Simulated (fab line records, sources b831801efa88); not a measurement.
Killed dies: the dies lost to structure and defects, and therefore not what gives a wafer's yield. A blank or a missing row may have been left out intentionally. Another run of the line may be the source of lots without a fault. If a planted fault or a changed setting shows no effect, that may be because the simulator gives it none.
Chamber matching + flow sky130 + 4 sister chambers for SKY_VIA2_CMP_24 on cmp-01
The step polishes, stops on SiO2, t overpolish 20 s, target thk 0 nm. 17 wafers are shown with their chamber, then 8 later ones without.

== WAFERS, EACH WITH ITS CHAMBER ==
| wafer  | chamber | motor_current_A (A) | time_to_endpoint_s (s) | overpolish_run_s (s) |
|--------|---------|---------------------|------------------------|----------------------|
| L402.2 | 2       | 10.5                | 104                    | 19.999               |
| L402.3 | 0       | 11.5                | 104                    | 20.002               |
| L402.4 | 3       | 13.3                | 103                    | 19.991               |
| L404.2 | 1       | 10.3                | 94                     | 19.990               |
| L404.3 | 0       | 11.4                | 101                    | 20.001               |
| L404.6 | 0       | 12.0                | 102                    | 20.023               |
| L405.1 | 0       | 10.9                | 103                    | 19.995               |
| L405.5 | 1       | 11.2                | 101                    | 19.999               |
| L407.2 | 2       | 10.6                | 106                    | 19.998               |
| L407.6 | 3       | 12.7                | 102                    | 19.994               |
| L419.1 | 0       | 11.3                | 102                    | 19.999               |
| L419.2 | 3       | 13.9                | 106                    | 20.003               |
| L419.5 | 1       | 10.9                | 99                     | 20.008               |
| L420.1 | 2       | 10.9                | 106                    | 20.003               |
| L420.3 | 1       | 11.1                | 99                     | 20.030               |
| L420.6 | 2       | 10.6                | 104                    | 19.990               |
| L421.1 | 3       | 14.0                | 98                     | 20.009               |

SIGNATURES (averages over the wafers above)
| reading            | chamber 0 | chamber 1 | chamber 2 | chamber 3 | scatter within a chamber |
|--------------------|-----------|-----------|-----------|-----------|--------------------------|
| motor_current_A    | 11.420    | 10.875    | 10.650    | 13.475    | 0.42                     |
| time_to_endpoint_s | 102.40    | 98.25     | 105.00    | 102.25    | 2.3                      |
| overpolish_run_s   | 20.00400  | 20.00675  | 19.99750  | 19.99925  | 0.0113                   |
Rule: distance of a wafer from a chamber = root of the sum over the readings of ((wafer's reading minus chamber's mean) / reading's scatter) squared. If the next closest chamber is less than 2 further off than the closest, the wafer can't be placed; otherwise it belongs to the closest. The scatter: the root of (the sum of the squares of (reading less its chamber's mean) over the shown wafers, divided by (wafers less chambers)).

== WAFERS WHOSE CHAMBER IS MISSING ==
| wafer  | motor_current_A (A) | time_to_endpoint_s (s) | overpolish_run_s (s) |
|--------|---------------------|------------------------|----------------------|
| L421.3 | 10.6                | 94                     | 19.994               |
| L421.4 | 11.3                | 99                     | 20.004               |
| L423.4 | 10.9                | 101                    | 19.982               |
| L423.5 | 11.1                | 105                    | 20.012               |
| L423.6 | 11.8                | 105                    | 20.003               |
| L425.3 | 11.0                | 109                    | 20.007               |
| L425.5 | 11.3                | 106                    | 20.013               |
| L425.6 | 13.9                | 104                    | 19.989               |

== WHICH CHAMBER EACH ONE RAN IN ==
| wafer  | from the rows above          | in truth |
|--------|------------------------------|----------|
| L421.3 | can't be placed: 1 or 0      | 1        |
| L421.4 | can't be placed: 1 or 0 or 2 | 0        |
| L423.4 | can't be placed: 2 or 0 or 1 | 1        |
| L423.5 | can't be placed: 0 or 2 or 1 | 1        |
| L423.6 | can't be placed: 0 or 2      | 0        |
| L425.3 | can't be placed: 2 or 0      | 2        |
| L425.5 | can't be placed: 0 or 2 or 1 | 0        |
| L425.6 | 3                            | 3        |
Placed correctly: 1 of 8. These rows do not allow placing 7 (true chamber among the candidates in 7). Wrongly placed: 0.
